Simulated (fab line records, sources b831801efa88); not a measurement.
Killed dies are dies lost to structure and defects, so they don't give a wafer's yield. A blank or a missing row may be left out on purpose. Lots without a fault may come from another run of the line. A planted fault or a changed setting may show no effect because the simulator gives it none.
Which tool did it? | flow sky130 | 13 lots, 39 wafers sampled, at 4 steps of a route of 708

WHAT THE GAUGES READ, wafer by wafer
SKY_VT_ADJUST_HVTR_CD_MEAS_07: target cd 380 nm.
lot  | measured     | on        | cd_nm (nm)
L819 | day 9 05:00  | cd_sem-01 | 380.2 380.1 378.4
L820 | day 9 15:59  | cd_sem-01 | 374.1 372.9 373.4
L828 | day 12 18:08 | cd_sem-01 | 391.9 391.8 392.4 392.1 392.1 392.6
L830 | day 13 07:15 | cd_sem-01 | 378.2 378.7 379.7
L831 | day 13 06:05 | cd_sem-01 | 394.6 394.4 395.7 394.8 394.9 395.5
L833 | day 13 16:45 | cd_sem-02 | 379.7 378.8 379.0
L834 | day 14 03:09 | cd_sem-02 | 377.9 377.9 377.0
L835 | day 14 11:35 | cd_sem-02 | 378.6 380.0 378.0
L837 | day 14 21:01 | cd_sem-02 | 378.9 379.5 382.8
L838 | day 15 12:00 | cd_sem-02 | 375.7 375.3 375.0
L839 | day 15 17:49 | cd_sem-02 | 380.1 383.3 381.3
L840 | day 16 00:50 | cd_sem-02 | 376.7 379.0 376.7
L841 | day 16 06:12 | cd_sem-01 | 382.6 381.2 381.3

SKY_CONTACT_OVL_MEAS_15.
lot  | measured     | on         | CONTACT_OVL (nm)
L819 | day 31 04:28 | overlay-01 | -4 -5 -1
L820 | day 32 00:32 | overlay-01 | -10 -11 -10
L828 | day 35 12:10 | overlay-01 | -5 -4 1
L830 | day 35 21:53 | overlay-02 | -4 -5 -8
L831 | day 35 21:40 | overlay-01 | -5 11 -6
L833 | day 36 01:49 | overlay-01 | -6 -3 2
L834 | day 36 13:31 | overlay-02 | -3 4 -2
L835 | day 36 16:32 | overlay-02 | 5 0 -2
L837 | day 37 03:42 | overlay-02 | 8 0 3
L838 | day 37 21:08 | overlay-02 | -3 -2 4
L839 | day 38 00:53 | overlay-01 | -9 -3 1
L840 | day 38 07:37 | overlay-01 | -3 -1 -2
L841 | day 38 16:05 | overlay-01 | 6 2 6

WHICH TOOL RAN EACH LOT (tool, then ch and the chambers of the sampled wafers, then the start)
lot  | SKY_FIELD_ISO_CMP_27         | SKY_VT_ADJUST_HVTR_DEVELOP_06
L819 | cmp-02 ch 1,2,3, day 2 08:10 | litho_track-04 ch 0, day 9 04:51
L820 | cmp-01 ch 1,2,3, day 2 14:01 | litho_track-03 ch 0, day 9 15:50
L828 | cmp-01 ch 2,3, day 4 16:00   | litho_track-03 ch 0, day 12 17:59
L830 | cmp-01 ch 0,1,3, day 5 01:55 | litho_track-04 ch 0, day 13 07:06
L831 | cmp-02 ch 1,2,3, day 5 02:04 | litho_track-03 ch 0, day 13 05:58
L833 | cmp-02 ch 0,1,3, day 5 09:56 | litho_track-02 ch 0, day 13 16:37
L834 | cmp-02 ch 0,1,2, day 5 16:59 | litho_track-04 ch 0, day 14 03:00
L835 | cmp-02 ch 1,2,3, day 5 23:33 | litho_track-02 ch 0, day 14 11:26
L837 | cmp-02 ch 0,1,3, day 6 07:16 | litho_track-02 ch 0, day 14 20:46
L838 | cmp-02 ch 1,2, day 6 15:26   | litho_track-04 ch 0, day 15 11:51
L839 | cmp-01 ch 1,2, day 6 21:01   | litho_track-03 ch 0, day 15 17:41
L840 | cmp-01 ch 0,2,3, day 7 00:35 | litho_track-02 ch 0, day 16 00:37
L841 | cmp-01 ch 0,2,3, day 7 06:14 | litho_track-03 ch 0, day 16 06:04
- SKY_FIELD_ISO_CMP_27: polishes, stops on Si3N4, t overpolish 16 s, target thk 457.8 nm.
- SKY_VT_ADJUST_HVTR_DEVELOP_06: develop time 60 s.

WHAT THE TOOLS THEMSELVES READ (means of the sampled wafers that have a number; where no wafer has one, the mark that the record gives instead)
SKY_FIELD_ISO_CMP_27.
lot  | tool   | motor_current_A (A) | overpolish_run_s (s) | slurry_flow_ml_min | time_to_endpoint_s (s)
L819 | cmp-02 | 12.1                | 16.008               | 150.0              | 116
L820 | cmp-01 | 13.4                | 15.996               | 149.9              | 110
L828 | cmp-01 | 13.7                | 15.997               | 150.1              | 109
L830 | cmp-01 | 13.0                | 16.000               | 149.6              | 109
L831 | cmp-02 | 12.0                | 16.003               | 149.9              | 114
L833 | cmp-02 | 11.9                | 16.003               | 149.6              | 111
L834 | cmp-02 | 11.3                | 16.000               | 150.2              | 113
L835 | cmp-02 | 12.2                | 16.003               | 150.1              | 112
L837 | cmp-02 | 11.9                | 16.000               | 149.9              | 107
L838 | cmp-02 | 10.9                | 15.996               | 150.4              | 112
L839 | cmp-01 | 13.6                | 16.000               | 149.1              | 112
L840 | cmp-01 | 13.2                | 15.996               | 149.7              | 112
L841 | cmp-01 | 13.0                | 15.990               | 149.7              | 115

THE ANSWER, worked out from the rows above alone
Rule: what is usual is taken from the lots themselves. Put in order of their means at a reading, lots are off if they are a third of the lots or fewer, leave a main group of 4 or more, and stand apart from it by a gap of 3 or more times the standard deviation of the main group's means; of several such gaps the widest counts. A main group whose means are all the same, to the digits that the tables above print for the reading, isn't used. A lot without any number at a reading at which 4 lots or more have one is off too. The other lots that the step has rows for count as sound. The gauges are gone through in route order, then the tools' own readings, and for those a lot's mean is taken as printed above. The first step at which some lot is off is used, and at that step the reading that is off furthest; a lot without a number counts as furthest.
Off: L828, L831, at SKY_VT_ADJUST_HVTR_CD_MEAS_07 (cd_nm). The main group: mean 378.5 nm, standard deviation 2.4.
A tool fits if, at a process step before that reading, it ran every lot that is off, and no sound lot after the first of them. The gauges at SKY_VT_ADJUST_HVTR_CD_MEAS_07 are tried like those tools. None of those tried fits.

WHAT THE SIMULATOR HAD PUT IN
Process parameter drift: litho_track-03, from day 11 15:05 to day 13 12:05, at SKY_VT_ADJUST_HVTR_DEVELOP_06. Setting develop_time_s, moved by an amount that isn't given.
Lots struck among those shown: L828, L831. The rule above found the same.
